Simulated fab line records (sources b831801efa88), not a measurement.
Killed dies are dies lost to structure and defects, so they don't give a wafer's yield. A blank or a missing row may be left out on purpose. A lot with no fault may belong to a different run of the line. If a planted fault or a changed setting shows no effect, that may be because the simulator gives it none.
A struck lot beside a sound one    flow gf180mcu    19 steps out of a route of 602
Sound: the wafers L971.3, L971.4, L971.6. Wafers struck: L983.4, L983.5, L983.6. The cause comes at the end.
For every step that has rows: the tool of each side, followed by ch and its chambers, followed by its first start. Under that, the readings that differ: sound wafers    struck wafers    difference of the means    sigmas: that difference in standard deviations of wafers without a fault.
alike: a reading whose means differ by less than 2 such deviations, as well as words and numbers matching on both sides. not compared: withheld readings; readings where some wafer has no value; bounds like >300 that might hide an equal value; numbers whose values overlap and for which the record gives no deviation.
A row with sigmas, a row that says differs or no value, or rows on one side alone: a step with any of these is where the two part. When numbers do not overlap yet have no deviation, they are printed without sigmas and do not part them. A reading missing from all wafers of one side parts the sides only when that side holds two or more wafers.

first, 2 steps without rows for these wafers: GF_M5_CLEAN_13 (cleans in DIW); GF_V5_CVD_00 (deposits SiO2, target thk 300 nm, time 50 s).
GF_V5_THK_MEAS_01:
  sound: filmMetro-02 at day 27 04:05; struck: filmMetro-02 at day 30 19:28
  alike: V5_CVD_00_THK
GF_V5_CVD_02: deposits SiO2 from TEOS, target thk 1450 nm, time 163.28 s.
  sound on pecvd-04 ch 0,1, day 27 04:07; struck on pecvd-01 ch 0,1,2, day 30 19:33
  alike: heaterPowerW
GF_V5_THK_MEAS_03:
  sound: filmMetro-02 at day 27 04:15; struck: filmMetro-04 at day 30 19:38
  alike: V5_CVD_02_THK
GF_V5_CMP_04: polishes SiO2.
  sound on cmp-02 ch 0,1,3, day 27 04:17; struck on cmp-02 ch 0,1, day 30 19:40
  alike: motorCurrentA, slurryFlowMlMin
GF_V5_BOW_MEAS_05:
  sound: filmMetro-02 at day 27 04:38; struck: filmMetro-04 at day 30 20:02
  alike: V5_BOW
then, 5 steps without rows for these wafers: GF_V5_DEHYDRATE_06 (time 60 s); GF_V5_HMDS_07 (prime time 60 s); GF_V5_COAT_08; GF_V5_COAT_09 (resist thk 1000 nm); GF_V5_SOFTBAKE_10 (time 60 s).
GF_V5_EXPOSE_11: exposes mask Via5, target cd 260 nm.
  sound on krfScanner-01 ch 0, day 27 14:21; struck on krfScanner-01 ch 0, day 31 05:34
reading                   sound                    struck             difference  sigmas
model.V5.overlayXNm (nm)  -0.1416 -0.1416 -0.1416  16.35 16.35 16.35  +16.49      
  alike: mask, exposureDoseMJCm2
then, 2 steps without rows for these wafers: GF_V5_PEB_12 (peb time 90 s); GF_V5_DEVELOP_13 (develop time 60 s).
GF_V5_CD_MEAS_14: target cd 260 nm.
  sound: cdSem-02 at day 28 00:46; struck: cdSem-02 at day 31 14:25
  alike: cdNm
GF_V5_OVL_MEAS_15:
  sound: overlay-02 at day 28 00:51; struck: overlay-02 at day 31 14:30
reading      sound  struck    difference  sigmas
V5_OVL (nm)  4 6 4  28 24 22  +20         +4
GF_V5_ETCH_16: etches BARC in N2/H2.
  sound on rieDiel-04 ch 0,1,3, day 28 00:53; struck on rieDiel-02 ch 2,3, day 31 14:31
  alike: drypumpMotorCurrentA, oesProductAu, throttleValvePct
GF_PASSIVATION_PROBE_99:
  record: rows for the struck wafers here (prober-02, day 33 06:10), none for the sound ones

WHERE THEY PART
Earliest at GF_V5_OVL_MEAS_15; latest, in this record, at GF_PASSIVATION_PROBE_99.

WHY: what the simulator had put in
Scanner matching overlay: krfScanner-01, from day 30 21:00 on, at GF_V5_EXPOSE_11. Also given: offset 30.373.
